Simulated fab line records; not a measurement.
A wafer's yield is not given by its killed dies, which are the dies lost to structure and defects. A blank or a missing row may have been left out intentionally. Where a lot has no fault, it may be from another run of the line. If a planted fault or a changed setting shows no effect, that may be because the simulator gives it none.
Which tool is to blame? -- flow gf180mcu -- 36 wafers from 12 lots sampled at 5 of the route's 602 steps

== WHAT THE GAUGES SHOWED, per wafer ==
GF_HV_LDD_TW_MEAS_38. Usual: HV_LDD_3_TW gives 1446 (standard deviation 7.6).
lot,measured,on,HV_LDD_3_TW,flag
L819,day 11 11:53,film metro-01,1435 1447 1444,
L822,day 12 10:23,film metro-01,1443 1443 1440,
L823,day 12 21:52,film metro-01,1434 1440 1437,
L824,day 13 04:31,film metro-01,1445 1452 1452,
L827,day 14 08:05,film metro-01,1451 1442 1443,
L829,day 15 01:59,film metro-02,1453 1443 1444,
L831,day 15 14:58,film metro-01,1437 1440 1434,
L832,day 15 23:53,film metro-03,1455 1462 1460,
L833,day 16 07:19,film metro-01,1443 1443 1447,
L834,day 16 21:14,film metro-03,1445 1449 1454,
L835,day 16 20:55,film metro-02,1450 1451 1448,
L842,day 19 04:01,film metro-02,1441 1438 1437,

GF_HV_LDD_THK_MEAS_55. Usual: HV_LDD_CVD_54_THK gives 10.09 nm (standard deviation 0.13).
lot,measured,on,HV_LDD_CVD_54_THK (nm),flag
L819,day 12 07:25,film metro-02,10.16 10.10 10.12,
L822,day 13 08:15,film metro-02,10.00 10.00 10.17,
L823,day 13 19:44,film metro-01,9.98 10.00 10.01,
L824,day 14 02:20,film metro-02,10.31 10.38 10.22,
L827,day 15 06:48,film metro-01,9.94 9.79 9.74,
L829,day 16 02:09,film metro-01,10.04 10.12 10.11,
L831,day 16 14:38,film metro-01,10.15 10.09 10.09,
L832,day 17 00:07,film metro-02,9.97 10.06 10.06,
L833,day 17 07:44,film metro-03,10.15 10.19 10.19,
L834,day 17 22:06,film metro-01,9.95 10.09 10.02,
L835,day 17 21:11,film metro-02,10.11 10.18 9.95,
L842,day 20 05:47,film metro-01,10.10 10.11 9.97,

GF_HV_LDD_THK_MEAS_57. Usual: HV_LDD_CVD_56_THK gives 90.5 nm (standard deviation 0.84).
lot,measured,on,HV_LDD_CVD_56_THK (nm),flag
L819,day 12 08:55,film metro-02,91.1 90.9 90.8,
L822,day 13 09:44,film metro-01,90.6 89.8 91.1,
L823,day 13 21:14,film metro-02,91.2 91.9 91.9,
L824,day 14 03:50,film metro-01,90.7 91.4 91.4,
L827,day 15 08:59,film metro-03,89.0 89.7 88.9,
L829,day 16 04:21,film metro-03,91.9 91.4 91.9,
L831,day 16 16:08,film metro-03,89.5 89.3 89.6,
L832,day 17 01:36,film metro-01,85.1 84.7 85.2,OFF
L833,day 17 09:13,film metro-01,90.6 89.5 89.0,
L834,day 17 23:35,film metro-01,86.6 86.3 86.6,OFF
L835,day 17 22:41,film metro-03,90.1 89.8 89.8,
L842,day 20 07:16,film metro-01,90.4 90.2 90.9,

== WHAT TOOL EACH LOT RAN ON (gives the tool, then ch and the chambers of the sampled wafers, and finally the start) ==
lot,GF_VT_IMPLANT_RTA_45,GF_HV_LDD_CVD_56
L819,"rtp anneal-01 ch 0, day 7 12:02","lpcvd-02 ch 1, day 12 07:28"
L822,"rtp anneal-01 ch 0, day 8 09:49","lpcvd-02 ch 1, day 13 08:18"
L823,"rtp anneal-01 ch 0, day 8 19:13","lpcvd-01 ch 0, day 13 19:48"
L824,"rtp anneal-01 ch 0, day 8 21:28","lpcvd-02 ch 0, day 14 02:24"
L827,"rtp anneal-02 ch 0, day 9 18:19","lpcvd-02 ch 0, day 15 07:34"
L829,"rtp anneal-01 ch 0, day 10 12:20","lpcvd-02 ch 1, day 16 02:12"
L831,"rtp anneal-01 ch 0, day 10 21:43","lpcvd-02 ch 0, day 16 14:42"
L832,"rtp anneal-02 ch 0, day 11 05:59","lpcvd-02 ch 0, day 17 00:09"
L833,"rtp anneal-02 ch 0, day 11 10:46","lpcvd-01 ch 0, day 17 07:47"
L834,"rtp anneal-02 ch 0, day 11 19:38","lpcvd-02 ch 1, day 17 22:09"
L835,"rtp anneal-01 ch 0, day 11 22:58","lpcvd-01 ch 0, day 17 21:15"
L842,"rtp anneal-02 ch 0, day 14 01:13","lpcvd-01 ch 1, day 20 05:51"
- GF_VT_IMPLANT_RTA_45: time 30 s.
- GF_HV_LDD_CVD_56: deposits Si3N4 from DCS/NH3, target thk 90 nm, time 1543 s.

== AS READ BY THE TOOLS THEMSELVES (means over the sampled wafers that have a number; for cases with no such wafer, the mark the record gives instead) ==
GF_VT_IMPLANT_RTA_45. Usual: lamp power pct 36 %, standard deviation 4.2; wafer_temp_C_max 1053.1, standard deviation 0.85.
lot,tool,lamp power pct (%),wafer_temp_C_max,flag
L819,rtp anneal-01,40,1053.1,
L822,rtp anneal-01,40,1053.7,
L823,rtp anneal-01,40,1053.8,
L824,rtp anneal-01,40,1053.5,
L827,rtp anneal-02,32,1053.4,
L829,rtp anneal-01,40,1053.8,
L831,rtp anneal-01,40,1053.9,
L832,rtp anneal-02,32,1052.5,
L833,rtp anneal-02,32,1052.3,
L834,rtp anneal-02,32,1053.1,
L835,rtp anneal-01,40,1053.1,
L842,rtp anneal-02,32,1052.7,

== THE ANSWER, worked out from the rows above alone ==
Rule: lot off if the mean of its wafers having a number is beyond 3 standard deviations from the usual mean. A lot without any number at a reading at which 4 lots or more have one is off too. Any other lot the step has rows for is counted as sound. Order of review: gauges by route order, followed by the tools' own readings, for which a lot's mean as printed above is used. At the first step where some lot is off, the reading lying furthest off is the one used; lots without a number count as furthest.
Off: L832, L834, seen at GF_HV_LDD_THK_MEAS_57 (HV_LDD_CVD_56_THK).
A tool fits if, at a process step before that reading, it ran every lot that is off, and no sound lot after the first of them. Those tools and the gauges at GF_HV_LDD_THK_MEAS_57 are tried in the same way. One fits: lpcvd-02 at GF_HV_LDD_CVD_56. A fault onset in the window from L831 (day 16 14:42, its last sound lot) to L832 (day 17 00:09, its first lot off) fits.

== WHAT THE SIMULATOR HAD PUT IN ==
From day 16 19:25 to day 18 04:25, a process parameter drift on lpcvd-02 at GF_HV_LDD_CVD_56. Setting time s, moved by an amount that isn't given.
Shown lots that were struck: L832, L834. The same result came from the rule above.
